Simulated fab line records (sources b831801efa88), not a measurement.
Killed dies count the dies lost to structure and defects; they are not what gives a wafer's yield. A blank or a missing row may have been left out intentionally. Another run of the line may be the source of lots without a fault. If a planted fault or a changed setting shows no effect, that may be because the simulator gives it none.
What tool caused it? -- flow sky130 -- 13 lots with 39 wafers sampled at 5 steps, on a route of 708 steps

== WHAT THE GAUGES READ, wafer by wafer ==
SKY_VT_ADJUST_HVTP_TW_MEAS_11. Usual: VT_ADJUST_HVTP_TW gives 1333 (standard deviation 9.4).
lot,measured,on,VT_ADJUST_HVTP_TW,flag
L399,day 5 22:49,film metro-03,1320 1324 1325,
L400,day 6 10:00,film metro-03,1330 1324 1324,
L401,day 6 16:52,film metro-02,1345 1341 1337,
L402,day 6 19:04,film metro-03,1330 1325 1324,
L403,day 6 23:37,film metro-03,1328 1332 1326,
L404,day 7 08:04,film metro-02,1344 1344 1341,
L406,day 7 23:58,film metro-02,1337 1338 1338,
L407,day 8 02:43,film metro-04,1332 1327 1331,
L408,day 8 08:04,film metro-04,1330 1327 1336,
L412,day 9 12:31,film metro-04,1328 1331 1330,
L413,day 9 18:23,film metro-03,1325 1334 1329,
L419,day 11 18:32,film metro-02,1337 1345 1350,
L421,day 11 22:25,film metro-02,1336 1337 1341,

SKY_VT_ADJUST_NCORE_OVL_MEAS_08. Usual: VT_ADJUST_NCORE_OVL gives 0.0 nm (standard deviation 1.2).
lot,measured,on,VT_ADJUST_NCORE_OVL (nm),flag
L399,day 8 09:02,overlay-02,0.9 0.9 -0.1,
L400,day 8 20:14,overlay-02,1.0 2.0 0.3,
L401,day 9 06:11,overlay-02,0.8 0.3 -0.3,
L402,day 9 07:33,overlay-02,0.2 0.8 -0.2,
L403,day 9 13:10,overlay-02,0.5 0.9 -0.7,
L404,day 9 21:44,overlay-02,1.5 0.5 -0.7,
L406,day 10 17:23,overlay-02,101.8 101.5 100.6,OFF
L407,day 10 18:45,overlay-02,101.6 99.7 100.1,OFF
L408,day 11 01:42,overlay-01,101.3 103.5 105.1,OFF
L412,day 12 10:00,overlay-02,102.4 102.9 102.8,OFF
L413,day 12 15:45,overlay-02,1.0 1.3 1.0,
L419,day 14 22:29,overlay-01,0.4 -0.5 0.9,
L421,day 15 03:51,overlay-01,1.1 -0.1 -1.3,

SKY_VT_ADJUST_HVTR_CD_MEAS_07 targets a cd of 380 nm. Usual: 380.2 nm for cd nm, sd 2.5.
lot,measured,on,cd nm (nm),flag
L399,day 9 06:20,cd sem-01,379.9 380.7 380.6,
L400,day 9 18:20,cd sem-02,377.3 379.1 378.5,
L401,day 10 04:29,cd sem-01,378.7 380.0 377.2,
L402,day 10 06:17,cd sem-01,378.5 380.2 377.7,
L403,day 10 11:46,cd sem-01,378.2 379.4 380.4,
L404,day 10 19:44,cd sem-02,378.4 377.3 376.3,
L406,day 11 15:53,cd sem-02,382.0 380.8 380.0,
L407,day 11 17:32,cd sem-01,382.0 383.1 382.5,
L408,day 12 01:32,cd sem-01,384.9 384.5 385.9,
L412,day 13 10:59,cd sem-02,372.7 376.7 376.0,
L413,day 13 16:50,cd sem-01,379.8 378.9 383.7,
L419,day 16 01:31,cd sem-02,379.3 382.4 382.7,
L421,day 16 07:26,cd sem-02,380.4 381.5 379.1,

== EACH LOT AND THE TOOL THAT RAN IT (in order: tool; ch and the chambers of the sampled wafers; start) ==
lot,SKY_VT_ADJUST_HVTP_STRIP_10,SKY_VT_ADJUST_NCORE_EXPOSE_04
L399,"plasma asher-01 ch 0,1, day 5 22:43","iline stepper-02 ch 0, day 7 22:57"
L400,"plasma asher-02 ch 0,1, day 6 09:54","iline stepper-01 ch 0, day 8 09:59"
L401,"plasma asher-01 ch 0,1, day 6 16:45","iline stepper-02 ch 0, day 8 19:31"
L402,"plasma asher-01 ch 0,1, day 6 18:58","iline stepper-01 ch 0, day 8 20:42"
L403,"plasma asher-03 ch 0, day 6 23:31","iline stepper-01 ch 0, day 9 02:32"
L404,"plasma asher-03 ch 0,1, day 7 07:58","iline stepper-01 ch 0, day 9 11:08"
L406,"plasma asher-03 ch 0,1, day 7 23:52","iline stepper-02 ch 0, day 10 06:38"
L407,"plasma asher-03 ch 0,1, day 8 02:37","iline stepper-02 ch 0, day 10 08:16"
L408,"plasma asher-02 ch 0,1, day 8 07:58","iline stepper-02 ch 0, day 10 14:16"
L412,"plasma asher-03 ch 0,1, day 9 12:25","iline stepper-02 ch 0, day 11 21:47"
L413,"plasma asher-02 ch 0,1, day 9 18:17","iline stepper-01 ch 0, day 12 03:41"
L419,"plasma asher-02 ch 0,1, day 11 18:27","iline stepper-01 ch 0, day 14 08:56"
L421,"plasma asher-02 ch 0,1, day 11 22:19","iline stepper-01 ch 0, day 14 14:22"
- SKY_VT_ADJUST_HVTP_STRIP_10: strips in O2/N2.
- SKY_VT_ADJUST_NCORE_EXPOSE_04: exposes mask LVTN COMPLEMENT THIN, target cd 380 nm.

== AS READ BY THE TOOLS THEMSELVES (means over the sampled wafers that have a number; for cases with no such wafer, the mark the record gives instead) ==
SKY_VT_ADJUST_HVTP_STRIP_10. Usual: drypump motor current A 5.8 A, standard deviation 0.6; oes product au 0.715 a.u., standard deviation 0.0047; strip time to endpoint s 14.19 s, standard deviation 0.044.
lot,tool,drypump motor current A (A),oes product au (a.u.),strip time to endpoint s (s),flag
L399,plasma asher-01,6.1,0.713,14.16,
L400,plasma asher-02,5.4,0.717,14.20,
L401,plasma asher-01,5.7,0.716,14.17,
L402,plasma asher-01,6.2,0.715,14.18,
L403,plasma asher-03,5.2,0.715,14.16,
L404,plasma asher-03,5.7,0.712,14.13,
L406,plasma asher-03,5.6,0.716,14.16,
L407,plasma asher-03,5.6,0.711,14.25,
L408,plasma asher-02,5.4,0.712,14.20,
L412,plasma asher-03,5.6,0.718,14.21,
L413,plasma asher-02,5.7,0.721,14.15,
L419,plasma asher-02,5.8,0.719,14.22,
L421,plasma asher-02,5.5,0.713,14.19,

== THE ANSWER, worked out from the rows above alone ==
Rule: a lot counts as off when the mean over its wafers that have a number is more than 3 standard deviations away from the usual mean. Also off: a lot with no number at a reading for which 4 or more lots have one. Where the step has rows for the other lots, those lots are counted as sound. After the gauges, taken in route order, come the tools' own readings; for these a lot's mean is taken, as printed above. The first step at which some lot is off is used, and at that step the reading that is off furthest; a lot without a number counts as furthest.
Off: L406, L407, L408, L412, at SKY_VT_ADJUST_NCORE_OVL_MEAS_08 (VT_ADJUST_NCORE_OVL).
If a tool, at a process step before that reading, ran all the lots that are off and no sound lot after the first of them, it fits. Gauges at SKY_VT_ADJUST_NCORE_OVL_MEAS_08: tried the same way as those tools. One fits: iline stepper-02 at SKY_VT_ADJUST_NCORE_EXPOSE_04. A fault onset in the window from L401 (day 8 19:31, its last sound lot) to L406 (day 10 06:38, its first lot off) fits.

== WHAT THE SIMULATOR HAD PUT IN ==
Scanner matching overlay: iline stepper-02, from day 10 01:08 on, at SKY_VT_ADJUST_NCORE_EXPOSE_04. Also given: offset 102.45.
Struck lots among those shown: L406, L407, L408, L412. The same result came from the rule above.
